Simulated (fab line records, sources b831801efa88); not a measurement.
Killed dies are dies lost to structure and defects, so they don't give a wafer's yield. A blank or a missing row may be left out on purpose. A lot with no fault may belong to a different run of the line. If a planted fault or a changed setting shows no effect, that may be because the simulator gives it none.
Split-lot study ; flow sky130 ; on a route of 708 steps: 5 lots, 23 wafers read

## SPLIT DETAILS
At SKY_LDD_HVP_IMPLANT_08, the setting energy_kev was moved away from the recipe's 20 on 8 of the 23 wafers read, by -2.5% to +4.4%. For the rest of the wafers, this setting stayed at what the recipe calls for.

The reading is taken at the split's own step.

## THE READING
The simulator's own value implant.drp_nm, read by no gauge, in nm at SKY_LDD_HVP_IMPLANT_08. The file gives no usual value for it.

wafer;tool, chamber at the split;energy_kev as run;against the recipe;implant.drp_nm, nm;against lot-mates on the recipe
L078.2;implanter-02, 0;20;recipe;28.53;-
L078.4;implanter-02, 0;20;recipe;28.53;-
L078.6;implanter-02, 0;20;recipe;28.53;-
L079.1;implanter-04, 0;20.88;+4.4%;29.52;+0.99
L079.3;implanter-04, 0;20.88;+4.4%;29.52;+0.99
L079.2;implanter-04, 0;20;recipe;28.53;-
L079.5;implanter-04, 0;20;recipe;28.53;-
L079.6;implanter-04, 0;20;recipe;28.53;-
L081.1;implanter-02, 0;20;recipe;28.53;-
L081.5;implanter-02, 0;20;recipe;28.53;-
L081.2;implanter-02, 0;20.54;+2.7%;29.12;+0.59
L081.3;implanter-02, 0;20.54;+2.7%;29.12;+0.59
L081.6;implanter-02, 0;20.54;+2.7%;29.12;+0.59
L082.1;implanter-03, 0;20;recipe;28.53;-
L082.3;implanter-03, 0;20;recipe;28.53;-
L082.4;implanter-03, 0;19.5;-2.5%;28.03;-0.50
L082.5;implanter-03, 0;19.5;-2.5%;28.03;-0.50
L082.6;implanter-03, 0;19.5;-2.5%;28.03;-0.50
L084.1;implanter-03, 0;20;recipe;28.53;-
L084.2;implanter-03, 0;20;recipe;28.53;-
L084.3;implanter-03, 0;20;recipe;28.53;-
L084.5;implanter-03, 0;20;recipe;28.53;-
L084.6;implanter-03, 0;20;recipe;28.53;-

THE FIT
A straight line over all 23 wafers: implant.drp_nm changes by +0.216 nm for each +1% of energy_kev; r = +1.00; the points scatter about the line by 0.017 nm.
The same after taking each lot's own level away (the mean of its wafers on the recipe; 23 wafers): +0.216 nm for each +1%; r = +1.00; scatter 0.017 nm.
According to that fit, moving energy_kev by its largest amount changes the reading by 0.95 nm.
The lots' own levels span 28.530 to 28.530 nm.
The two slopes agree, so the slope changes little with the lot-to-lot level.
Check: +0.951 nm against its lot-mates is what the line predicts for one of the wafers moved furthest among these (+4.4%) when that wafer is left out of the fit. Against them it came out at +0.99 nm.

## THE WHOLE CHAIN: every reading that the file lists as answering this split, in the file's order
step;what it does;reading;change (the file's fit);r (the file's)
SKY_LDD_HVP_IMPLANT_08;;implant.rp_nm (the simulator's own value, which no gauge read);+0.618 nm for each +1% of the setting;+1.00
SKY_LDD_HVP_IMPLANT_08;;implant.drp_nm (the simulator's own value, which no gauge read);+0.218 nm for each +1% of the setting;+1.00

## THE FILE'S OWN FIT
implant.drp_nm changes by +0.218 nm for each +1% of energy_kev, r = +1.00.
